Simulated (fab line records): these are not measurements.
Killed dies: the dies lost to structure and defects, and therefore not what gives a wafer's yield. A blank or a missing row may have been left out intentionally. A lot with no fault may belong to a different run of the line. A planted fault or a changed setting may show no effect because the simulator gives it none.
Which of the tools did it? / flow sky130 / Sampling: 14 lots, 42 wafers, 2 of 708 route steps

## WHAT EACH GAUGE READ, for each wafer
The record lacks any reading of a measuring or inspecting step that a usual standard deviation could be used to judge.

## EACH LOT AND THE TOOL THAT RAN IT (in order: tool; ch and the chambers of the sampled wafers; start)
lot=L701; SKY_METAL1_SPUTTER_00=pvdSputter-01, day 31 20:32; SKY_PAD_OPEN_PROBE_99=-
lot=L703; SKY_METAL1_SPUTTER_00=pvdSputter-01, day 32 17:18; SKY_PAD_OPEN_PROBE_99=-
lot=L705; SKY_METAL1_SPUTTER_00=pvdSputter-02, day 33 11:00; SKY_PAD_OPEN_PROBE_99=-
lot=L708; SKY_METAL1_SPUTTER_00=pvdSputter-04, day 34 13:25; SKY_PAD_OPEN_PROBE_99=-
lot=L709; SKY_METAL1_SPUTTER_00=pvdSputter-01, day 34 17:01; SKY_PAD_OPEN_PROBE_99=-
lot=L710; SKY_METAL1_SPUTTER_00=pvdSputter-04, day 34 23:15; SKY_PAD_OPEN_PROBE_99=-
lot=L711; SKY_METAL1_SPUTTER_00=pvdSputter-04, day 35 07:18; SKY_PAD_OPEN_PROBE_99=-
lot=L712; SKY_METAL1_SPUTTER_00=pvdSputter-04, day 35 15:44; SKY_PAD_OPEN_PROBE_99=-
lot=L713; SKY_METAL1_SPUTTER_00=pvdSputter-01, day 36 02:03; SKY_PAD_OPEN_PROBE_99=-
lot=L714; SKY_METAL1_SPUTTER_00=pvdSputter-01, day 36 10:40; SKY_PAD_OPEN_PROBE_99=-
lot=L715; SKY_METAL1_SPUTTER_00=pvdSputter-02, day 36 12:18; SKY_PAD_OPEN_PROBE_99=prober-02, day 49 08:34
lot=L720; SKY_METAL1_SPUTTER_00=pvdSputter-01, day 38 05:11; SKY_PAD_OPEN_PROBE_99=-
lot=L721; SKY_METAL1_SPUTTER_00=pvdSputter-04, day 38 13:31; SKY_PAD_OPEN_PROBE_99=-
lot=L723; SKY_METAL1_SPUTTER_00=pvdSputter-01, day 38 23:37; SKY_PAD_OPEN_PROBE_99=-
- SKY_METAL1_SPUTTER_00: material Ti, target thk 15 nm, time 10 s.
- SKY_PAD_OPEN_PROBE_99

## WHAT THE TOOLS THEMSELVES READ (means of the sampled wafers that have a number; where no wafer has one, the mark that the record gives instead)
SKY_METAL1_SPUTTER_00.
lot=L701; tool=pvdSputter-01; cathodeDcPowerW (W)=2999.8; chamberPressurePa (Pa)=0.4008; throttleValvePct (%)=29.9
lot=L703; tool=pvdSputter-01; cathodeDcPowerW (W)=3000.5; chamberPressurePa (Pa)=0.4004; throttleValvePct (%)=29.6
lot=L705; tool=pvdSputter-02; cathodeDcPowerW (W)=3000.2; chamberPressurePa (Pa)=0.4003; throttleValvePct (%)=29.4
lot=L708; tool=pvdSputter-04; cathodeDcPowerW (W)=2999.5; chamberPressurePa (Pa)=0.4002; throttleValvePct (%)=29.4
lot=L709; tool=pvdSputter-01; cathodeDcPowerW (W)=3000.3; chamberPressurePa (Pa)=0.4003; throttleValvePct (%)=30.0
lot=L710; tool=pvdSputter-04; cathodeDcPowerW (W)=3000.1; chamberPressurePa (Pa)=0.4007; throttleValvePct (%)=29.4
lot=L711; tool=pvdSputter-04; cathodeDcPowerW (W)=3000.1; chamberPressurePa (Pa)=0.4008; throttleValvePct (%)=29.4
lot=L712; tool=pvdSputter-04; cathodeDcPowerW (W)=2999.4; chamberPressurePa (Pa)=0.4003; throttleValvePct (%)=29.4
lot=L713; tool=pvdSputter-01; cathodeDcPowerW (W)=3000.5; chamberPressurePa (Pa)=0.4002; throttleValvePct (%)=30.1
lot=L714; tool=pvdSputter-01; cathodeDcPowerW (W)=2999.9; chamberPressurePa (Pa)=0.3994; throttleValvePct (%)=29.0
lot=L715; tool=pvdSputter-02; cathodeDcPowerW (W)=2999.9; chamberPressurePa (Pa)=0.4002; throttleValvePct (%)=30.4
lot=L720; tool=pvdSputter-01; cathodeDcPowerW (W)=-; chamberPressurePa (Pa)=-; throttleValvePct (%)=-
lot=L721; tool=pvdSputter-04; cathodeDcPowerW (W)=-; chamberPressurePa (Pa)=-; throttleValvePct (%)=-
lot=L723; tool=pvdSputter-01; cathodeDcPowerW (W)=3000.4; chamberPressurePa (Pa)=0.4008; throttleValvePct (%)=29.9

SKY_PAD_OPEN_PROBE_99.
lot=L715; tool=prober-02; defectLimitedYield (%)=82.3; killed_at_M0_to_M3=47; killed_at_M4_up=3.0; killedAtContacts=24; killedAtFrontEnd=12; killedAtOther=0.0; killedDies=87; killedOpen=47; killedShort=40; sort_bin_3_pad_short (%)=1.1; sort_bin_5_function (%)=10.3; sort_bin_6_memory (%)=6.3; sortNPass=405; sortYieldPct (%)=82.3

## THE ANSWER, worked out from the rows above alone
Rule: the lots themselves supply what counts as usual. Put in order of their means at a reading, lots are off if they are a third of the lots or fewer, leave a main group of 4 or more, and stand apart from it by a gap of 3 or more times the standard deviation of the main group's means; of several such gaps the widest counts. The tables above print the reading to a certain number of digits; a main group whose means all agree to those digits is not used. A lot without any number at a reading at which 4 lots or more have one is off too. Any other lot the step has rows for is counted as sound. After the gauges, taken in route order, come the tools' own readings; for these a lot's mean is taken, as printed above. At the first step where some lot is off, the reading lying furthest off is the one used; lots without a number count as furthest.
Off: L720, L721 (SKY_METAL1_SPUTTER_00, cathodeDcPowerW). Without a number there: L720, L721. The main group: mean 3000.1 W, standard deviation 0.35.
If a tool, at that step or one of the process steps before it, ran each lot that is off and ran no sound lot following the first of them, it fits. Not one of the candidates tried fits.

## WHAT THE SIMULATOR HAD PUT IN
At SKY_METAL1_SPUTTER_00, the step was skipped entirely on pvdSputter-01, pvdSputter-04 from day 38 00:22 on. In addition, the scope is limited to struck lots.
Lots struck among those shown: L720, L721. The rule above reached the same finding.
